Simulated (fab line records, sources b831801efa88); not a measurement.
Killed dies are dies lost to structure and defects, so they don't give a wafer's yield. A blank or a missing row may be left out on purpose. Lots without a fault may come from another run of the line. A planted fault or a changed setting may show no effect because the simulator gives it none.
fab line records | flow gf180mcu
record lots=6 wafers=18 last_day=34
route steps=602 shown VT_IMPLANT@119
lots that met no fault: from a run of the same line without faults
start_h: hours from the record's first day to the start of the lot's first wafer shown | wait_h: hours since the lot's step before | " the same as in the row above | L1.1+2: a row that stands for several wafers | - no value, or no start given | * or withheld: withheld | < > ~ a bound
route shown NAME@n: a module of which the file shows steps, and the number in the route of the first | usual: mean/standard deviation of fault-free wafers | same: alike in all rows | chamber/n: place in a boat | sites: the reading at each site | _std_site: their standard deviation | _edge_site: outer sites' mean less inner sites' | radius_mm: how far each site lies from the wafer's centre | mask NAME#n: copy n | behind: the tool/chamber that last shaped the wafer | hold: why the lot was held/for how many hours/how that ended | device: the transistor (n, p or np) that didn't switch | end of line: the same wafers' tests at the end of the route | a step without rows: its recipe alone | killed: dies lost to structure and defects at the first sort, not the wafer's yield | map: a wafer's dies, x killed, . not, _ none there
set.NAME: the setting as run; set.NAME@STEP: as run at that earlier step | model.NAME: the simulator's own value behind a step, which no gauge read
lots at some steps of the route; a table a step, a row a wafer
services: from which hour (start_h, from the record's first day; less than 0 if before it) a tool's chamber was out of use, for how many hours, and why
## steps
# step GF_VT_IMPLANT_OVL_MEAS_29
# usual VT_IMPLANT_02_OVL=-1.0/1.3
# columns lot.wafer tool chamber start_h wait_h VT_IMPLANT_02_OVL[nm]
L594.2 overlay-01 - 142.78 0.1 -2.4
L594.3 " - " " -0.7
L594.5 " - " " -2.1
L601.3 overlay-02 - 186.49 0.1 0.1
L601.5 " - " " -0.4
L601.6 " - " " 0.8
L604.1 overlay-02 - 207.53 0.1 -1.4
L604.3 " - " " -2.5
L604.4 " - " " -0.8
L610.1 overlay-01 - 247.32 0.1 0.0
L610.3 " - " " -0.6
L610.6 " - " " -2.2
L616.2 overlay-02 - 286.99 0.1 -2.9
L616.4 " - " " -3.1
L616.6 " - " " -3.5
L617.2 overlay-02 - 289.53 0.1 -1.1
L617.4 " - " " -1.8
L617.5 " - " " 0.7
# step GF_VT_IMPLANT_IMPLANT_30
# recipe species=B energy_kev=25 dose_cm2=2.534e+12 tilt_deg=7
# step GF_VT_IMPLANT_STRIP_31
# recipe chemistry=O2/N2 power_w=1400 pressure_mtorr=1500 platen_temp_c=250 o2_flow_sccm=3000 n2_flow_sccm=300 overash_fraction=0.5
# usual drypump_motor_current_A=5.73/0.22 heater_power_w=314/32 oes_product_au=0.716/0.0045 platen_temp_c=250.02/0.18 strip_time_to_endpoint_s=12.61/0.037
# columns lot.wafer tool chamber start_h wait_h drypump_motor_current_A heater_power_w oes_product_au platen_temp_c rf_hours_counter_h strip_time_to_endpoint_s
L594.2 plasma_asher-04 1 142.96 0.1 5.72 319 0.724 250.10 51 12.60
L594.3 " 0 " " 6.23 247 0.716 249.78 - 12.59
L594.5 " 1 " " 5.73 319 0.724 250.00 - 12.65
L601.3 plasma_asher-04 1 186.70 0.1 5.73 320 0.714 249.73 - 12.58
L601.5 " 0 " " 6.23 239 0.720 250.46 - 12.59
L601.6 " 1 " " 5.72 319 0.715 250.05 - 12.61
L604.1 plasma_asher-01 1 207.71 0.1 5.58 362 0.711 249.92 40 12.62
L604.3 " 1 " " 5.57 361 0.716 249.85 - 12.60
L604.4 " 0 " " 5.92 325 0.709 249.76 - 12.61
L610.1 plasma_asher-02 1 247.51 0.1 5.59 311 0.725 250.17 60 12.60
L610.3 " 0 " " 5.58 320 0.720 249.78 - 12.61
L610.6 " 1 " " 5.64 305 0.711 249.88 - 12.63
L616.2 plasma_asher-02 0 287.17 0.1 5.59 318 0.719 249.86 64 12.66
L616.4 " 0 " " 5.58 320 0.713 249.87 - 12.65
L616.6 " 0 " " 5.61 314 0.723 249.99 - 12.66
L617.2 plasma_asher-04 1 289.71 0.1 5.69 321 0.719 250.20 67 12.68
L617.4 " 1 " " 5.67 328 0.721 249.92 - 12.61
L617.5 " 1 " " 5.67 309 0.712 250.11 - 12.64
# step GF_VT_IMPLANT_TW_MEAS_32
# usual VT_IMPLANT_3_TW=266.4/1.4
# columns lot.wafer tool chamber start_h wait_h VT_IMPLANT_3_TW
L594.2 film_metro-02 - 143.07 0.1 267.8
L594.3 " - " " 266.8
L594.5 " - " " 267.3
L601.3 film_metro-01 - 186.79 0.1 265.3
L601.5 " - " " 266.4
L601.6 " - " " 265.7
L604.1 film_metro-01 - 207.81 0.1 262.0
L604.3 " - " " 263.7
L604.4 " - " " 264.0
L610.1 film_metro-02 - 247.61 0.1 265.2
L610.3 " - " " 267.4
L610.6 " - " " 265.5
L616.2 film_metro-01 - 287.28 0.1 265.3
L616.4 " - " " 266.6
L616.6 " - " " 266.0
L617.2 film_metro-01 - 289.82 0.1 267.0
L617.4 " - " " 266.7
L617.5 " - " " 266.4
# step GF_VT_IMPLANT_DEHYDRATE_33
# recipe temp_c=200 time_s=60
# step GF_VT_IMPLANT_HMDS_34
# recipe prime_time_s=60 prime_temp_c=120
# step GF_VT_IMPLANT_COAT_35
# recipe resist=NOVOLAK spin_rpm=3000 resist_thk_nm=1000
# step GF_VT_IMPLANT_SOFTBAKE_36
# recipe temp_c=90 time_s=60 resist=NOVOLAK
# step GF_VT_IMPLANT_EXPOSE_37
# recipe mask_id=Nwell_HV_AREA target_cd_nm=860 na=0.6 source_shape=conventional sigma_outer=0.6 dose_mj=140
# step GF_VT_IMPLANT_PEB_38
# recipe temp_c=withheld time_s=* resist=NOVOLAK
# step GF_VT_IMPLANT_DEVELOP_39
# recipe develop_time_s=60 dev_temp_c=23
# step GF_VT_IMPLANT_OVL_MEAS_40
# usual VT_IMPLANT_03_OVL=0.1/1.3
# columns lot.wafer tool chamber start_h wait_h VT_IMPLANT_03_OVL[nm]
L594.2 overlay-01 - 158.99 0.1 -0.1
L594.3 " - " " -0.2
L594.5 " - " " 0.9
L601.3 overlay-02 - 203.49 0.1 0.8
L601.5 " - " " -0.4
L601.6 " - " " -1.2
L604.1 overlay-02 - 224.77 0.1 0.0
L604.3 " - " " -0.3
L604.4 " - " " -1.5
L610.1 overlay-01 - 265.62 0.1 -0.4
L610.3 " - " " -0.7
L610.6 " - " " -2.0
L616.2 overlay-02 - 307.58 0.1 -0.6
L616.4 " - " " 1.5
L616.6 " - " " -0.2
L617.2 overlay-01 - 309.48 0.1 -0.1
L617.4 " - " " 0.3
L617.5 " - " " -0.4
# step GF_VT_IMPLANT_IMPLANT_41
# recipe species=As energy_kev=70 dose_cm2=1.013e+12 tilt_deg=7
# usual beam_energy_keV=69.997/0.023 beam_on_s=10.01/0.18
# columns lot.wafer tool chamber start_h wait_h beam_energy_keV beam_on_s
L594.2 implanter-01 0 159.04 0.0 70.017 10.24
L594.3 " 0 " " 69.976 9.59
L594.5 " 0 " " 70.016 9.91
L601.3 implanter-01 0 203.56 0.1 70.014 10.03
L601.5 " 0 " " 69.997 10.20
L601.6 " 0 " " 70.028 10.07
L604.1 implanter-01 0 224.81 0.0 70.002 10.18
L604.3 " 0 " " 70.020 9.99
L604.4 " 0 " " 69.988 9.95
L610.1 implanter-04 0 265.66 0.0 70.001 10.35
L610.3 " 0 " " 70.006 10.20
L610.6 " 0 " " 70.023 10.19
L616.2 implanter-04 - 307.63 0.0 - -
L616.4 " - " " - -
L616.6 " - " " - -
L617.2 implanter-01 - 309.54 0.0 - -
L617.4 " - " " - -
L617.5 " - " " - -
# step GF_VT_IMPLANT_STRIP_42
# recipe chemistry=O2/N2 power_w=1400 pressure_mtorr=1500 platen_temp_c=250 o2_flow_sccm=3000 n2_flow_sccm=300 overash_fraction=0.5
# usual drypump_motor_current_A=5.81/0.26 heater_power_w=308/39 oes_product_au=0.715/0.005 platen_temp_c=249.98/0.2 strip_time_to_endpoint_s=12.62/0.037
# columns lot.wafer tool chamber start_h wait_h drypump_motor_current_A heater_power_w oes_product_au platen_temp_c rf_hours_counter_h strip_time_to_endpoint_s
L594.2 plasma_asher-01 1 159.17 0.1 5.56 373 0.709 249.90 35 12.59
L594.3 " 0 " " 5.92 319 0.714 249.73 - 12.55
L594.5 " 1 " " 5.56 367 0.728 250.36 - 12.58
L601.3 plasma_asher-02 0 203.70 0.1 5.56 317 0.714 249.87 - 12.61
L601.5 " 0 " " 5.58 321 0.723 249.98 - 12.60
L601.6 " 1 " " 5.60 316 0.712 250.13 - 12.60
L604.1 plasma_asher-04 0 224.96 0.1 6.23 246 0.708 250.07 59 12.66
L604.3 " 1 " " 5.69 323 0.715 249.77 - 12.62
L604.4 " 0 " " 6.20 240 0.715 250.01 - 12.64
L610.1 plasma_asher-04 1 265.81 0.1 5.72 321 0.717 249.95 64 12.54
L610.3 " 0 " " 6.26 240 0.721 250.02 - 12.56
L610.6 " 0 " " 6.25 255 0.717 249.96 - 12.55
L616.2 plasma_asher-04 0 307.76 0.1 6.23 245 0.712 250.07 69 12.72
L616.4 " 1 " " 5.72 329 0.715 250.19 - 12.66
L616.6 " 0 " " 6.26 245 0.711 249.94 - 12.66
L617.2 plasma_asher-04 0 309.66 0.1 6.22 248 0.710 250.09 69 12.63
L617.4 " 0 " " 6.26 242 0.714 249.97 - 12.60
L617.5 " 0 " " 6.26 240 0.721 249.70 - 12.59
# step GF_VT_IMPLANT_TW_MEAS_43
# usual VT_IMPLANT_4_TW=685/3.9
# columns lot.wafer tool chamber start_h wait_h VT_IMPLANT_4_TW
L594.2 film_metro-02 - 159.28 0.1 691
L594.3 " - " " 687
L594.5 " - " " 685
L601.3 film_metro-04 - 203.78 0.1 686
L601.5 " - " " 684
L601.6 " - " " 683
L604.1 film_metro-01 - 225.06 0.1 681
L604.3 " - " " 681
L604.4 " - " " 678
L610.1 film_metro-04 - 265.91 0.1 682
L610.3 " - " " 685
L610.6 " - " " 686
L616.2 film_metro-01 - 307.87 0.1 30
L616.4 " - " " 30
L616.6 " - " " 30
L617.2 film_metro-02 - 309.77 0.1 30
L617.4 " - " " 30
L617.5 " - " " 30
# step GF_VT_IMPLANT_CLEAN_44
# recipe chemistry=SC1/SC2 mix=1:4:20 temp_c=70 time_s=150 dry=n2_spin
## services
# columns tool chamber start_h hours kind
implanter-01 - 121.36 1.8 repair
implanter-01 - 127.47 0.5 repair
plasma_asher-04 - 156.39 1.5 repair
implanter-04 - 166.78 11.2 repair
implanter-04 - 178.03 18.0 pm
implanter-01 - 198.65 2.7 repair
plasma_asher-02 - 220.73 1.0 repair
implanter-01 - 241.18 4.8 pm
implanter-01 - 251.80 2.2 repair
plasma_asher-01 - 255.45 1.1 repair
plasma_asher-01 - 256.44 1.5 repair
plasma_asher-02 - 273.97 5.0 repair
plasma_asher-04 - 303.38 2.0 repair
implanter-01 - 306.29 1.9 repair
## key
first_sign step=GF_VT_IMPLANT_IMPLANT_41 reading=tool_record direction=missing
effect step=GF_VT_IMPLANT_TW_MEAS_43 reading=VT_IMPLANT_4_TW direction=down sigmas=99+ usual=685 struck=30
met_at GF_VT_IMPLANT_IMPLANT_41
struck_wafers L616.2,L616.4,L616.6,L617.2,L617.4,L617.5
later_rows_left_out L616.2,L616.4,L616.6,L617.2,L617.4,L617.5
sort_left_out L616.2,L616.4,L616.6,L617.2,L617.4,L617.5
tester_left_out L616,L617
onset_between 265.66 307.63
fault kind=skipped_step_whole tool=implanter-01,implanter-04 chamber=- onset_h=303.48 steps=GF_VT_IMPLANT_IMPLANT_41 scope=struck_lots_only
# tester_left_out: of these lots the tester's yield and bins aren't shown, on N5 and GAA mostly nor the transistor test; their killed dies are dies lost to structure and defects alone, not to doping, threshold or leakage, so they don't give the yield
# sort_left_out: the simulated sort isn't trusted on such a fault, so these wafers' sort isn't shown, and their yield isn't known
# later_rows_left_out: the simulator's readings of these wafers behind a module that went badly wrong aren't trusted and aren't shown, but for the sort
